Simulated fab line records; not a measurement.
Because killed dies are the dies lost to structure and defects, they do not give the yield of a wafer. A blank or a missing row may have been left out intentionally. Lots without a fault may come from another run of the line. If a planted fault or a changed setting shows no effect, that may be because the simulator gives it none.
A struck lot beside a sound one ; flow gf180mcu ; 29 steps out of a route of 602
Sound: these wafers, L115.3, L115.4, L115.6. Wafers L120.3, L120.4 were the ones struck. The cause comes at the end.
At each step with rows: each side's tool, then ch and its chambers, then its first start. Under that, the readings that differ: sound wafers ; struck wafers ; difference of the means ; sigmas: that difference in standard deviations of wafers without a fault.
alike: a reading whose means differ by less than 2 such deviations, as well as words and numbers matching on both sides. not compared: withheld readings; readings where some wafer has no value; bounds like >300 that might hide an equal value; numbers whose values overlap and for which the record gives no deviation.
A row with sigmas, a row that says differs or no value, or rows on one side alone: a step with any of these is where the two part. When numbers do not overlap yet have no deviation, they are printed without sigmas and do not part them. A reading that every wafer of one side lacks parts them only if that side has two wafers or more.

first, 3 steps without rows for these wafers: GF_PSD_EXPOSE_04 (exposes mask Pplus, target cd 400 nm); GF_PSD_PEB_05; GF_PSD_DEVELOP_06 (develop time 60 s).
GF_PSD_CD_MEAS_07: the cd target is 400 nm.
  sound: cd_sem-01 at day 14 17:45; struck: cd_sem-02 at day 16 09:48
  alike: cd_nm
GF_PSD_OVL_MEAS_08:
  sound: overlay-02 at day 14 17:50; struck: overlay-01 at day 16 09:53
  alike: PSD_OVL
next, for these wafers, 1 step has no rows: GF_PSD_IMPLANT_09.
GF_PSD_STRIP_10: strips in O2/N2.
  sound on plasma_asher-02 ch 0,1, day 14 18:03; struck on plasma_asher-02 ch 0,1, day 16 10:06
  alike: drypump_motor_current_A, heater_power_w, oes_product_au, strip_time_to_endpoint_s
  not compared: rf_hours_counter_h
GF_PSD_TW_MEAS_11:
  sound: film_metro-04 at day 14 18:08; struck: film_metro-03 at day 16 10:11
  alike: PSD_TW
then, 1 step without rows for these wafers: GF_PSD_CLEAN_12 (cleans in SC1/SC2, time 150 s).
GF_PSD_RTA_13: time 20 s.
  sound on rtp_anneal-01 ch 0, day 14 18:16; struck on rtp_anneal-02 ch 0, day 16 10:18
reading;sound;struck;difference;sigmas
lamp_power_pct (%);40.0 40.0 40.0;38.1 38.1;-1.9;-2
  alike: wafer_temp_C_max
GF_PSD_RS_MEAS_14: uses a four-point probe to measure.
  sound: film_metro-02 at day 14 18:22; struck: film_metro-02 at day 16 10:24
  alike: NSD_RS
GF_PSD_RS_MEAS_15: uses a four-point probe to measure.
  sound: film_metro-02 at day 14 18:29; struck: film_metro-02 at day 16 10:31
  alike: PSD_RS
GF_SAB_CVD_00: deposits SiO2 from TEOS, target thk 50 nm, time 4.9302 s.
  sound on pecvd-02 ch 0,1,2, day 14 18:34; struck on pecvd-02 ch 0,1, day 16 10:36
reading;sound;struck;difference;sigmas
model.SiO2_of_SAB_CVD_00.thk_nm (nm);49.7 51.14 50.16;74.34 74.47;+24.07;
  alike: heater_power_w
GF_SAB_THK_MEAS_01:
  sound: film_metro-04 at day 14 18:36; struck: film_metro-04 at day 16 10:52
reading;sound;struck;difference;sigmas
SAB_CVD_00_THK (nm);49.7 51.2 50.1;74.4 74.5;+24.1;+39
  not compared: hold
then, 6 steps without rows for these wafers: GF_SAB_HMDS_03 (prime time 60 s); GF_SAB_COAT_04 (resist thk 1000 nm); GF_SAB_SOFTBAKE_05 (time 60 s); GF_SAB_EXPOSE_06 (exposes mask SAB, target cd 420 nm); GF_SAB_PEB_07; GF_SAB_DEVELOP_08 (develop time 60 s).
GF_SAB_CD_MEAS_09: the cd target is 420 nm.
  sound: cd_sem-02 at day 15 16:21; struck: cd_sem-02 at day 17 08:42
  alike: cd_nm
GF_SAB_OVL_MEAS_10:
  sound: overlay-01 at day 15 16:26; struck: overlay-01 at day 17 08:47
  alike: SAB_OVL
GF_SAB_ETCH_11: etches SiO2 in C4F8/O2/Ar, target depth 55 nm, time 8.5 s.
  sound on rie_diel-01 ch 1,3, day 15 16:28; struck on rie_diel-02 ch 2,3, day 17 08:49
  alike: oes_product_au
then, 1 step without rows for these wafers: GF_SAB_WET_ETCH_12 (etches SiO2 in dHF, target depth 22 nm, time 440 s).
GF_SAB_STRIP_13: strips in O2/N2.
  sound on plasma_asher-01 ch 0,1, day 15 16:39; struck on plasma_asher-03 ch 0,1, day 17 09:00
  alike: drypump_motor_current_A, heater_power_w, oes_product_au, strip_time_to_endpoint_s
  not compared: rf_hours_counter_h
then, 1 step without rows for these wafers: GF_SALICIDE_CLEAN_00 (cleans in SC1/SC2, time 150 s).
GF_SALICIDE_WET_ETCH_01: etches SiO2 in dHF, target depth 5 nm, time 100 s.
  sound on wet_bench-01 ch 0, day 15 16:49; struck on wet_bench-03 ch 3, day 17 09:07
reading;sound;struck;difference;sigmas
model.SiO2_of_SAB_CVD_00.thk_nm (nm);38.9 40.35 39.45;63.67 63.78;+24.16;
  alike: bath_heat_duty_pct
GF_SALICIDE_SPUTTER_02: material Co, target thk 10 nm, time 20 s.
  sound: pvd_sputter-01 at day 15 16:51; struck: pvd_sputter-04 at day 17 09:10
  alike: throttle_valve_pct
next, for these wafers, 1 step has no rows: GF_PASSIVATION_PROBE_99.

== WHERE THEY PART ==
Earliest at GF_PSD_RTA_13; latest, in this record, at GF_SAB_THK_MEAS_01. Later steps at which nothing parts them and some readings are alike: GF_SAB_CD_MEAS_09, GF_SAB_OVL_MEAS_10, GF_SAB_ETCH_11, GF_SAB_STRIP_13, GF_SALICIDE_WET_ETCH_01, GF_SALICIDE_SPUTTER_02.

WHY: what had been put in by the simulator
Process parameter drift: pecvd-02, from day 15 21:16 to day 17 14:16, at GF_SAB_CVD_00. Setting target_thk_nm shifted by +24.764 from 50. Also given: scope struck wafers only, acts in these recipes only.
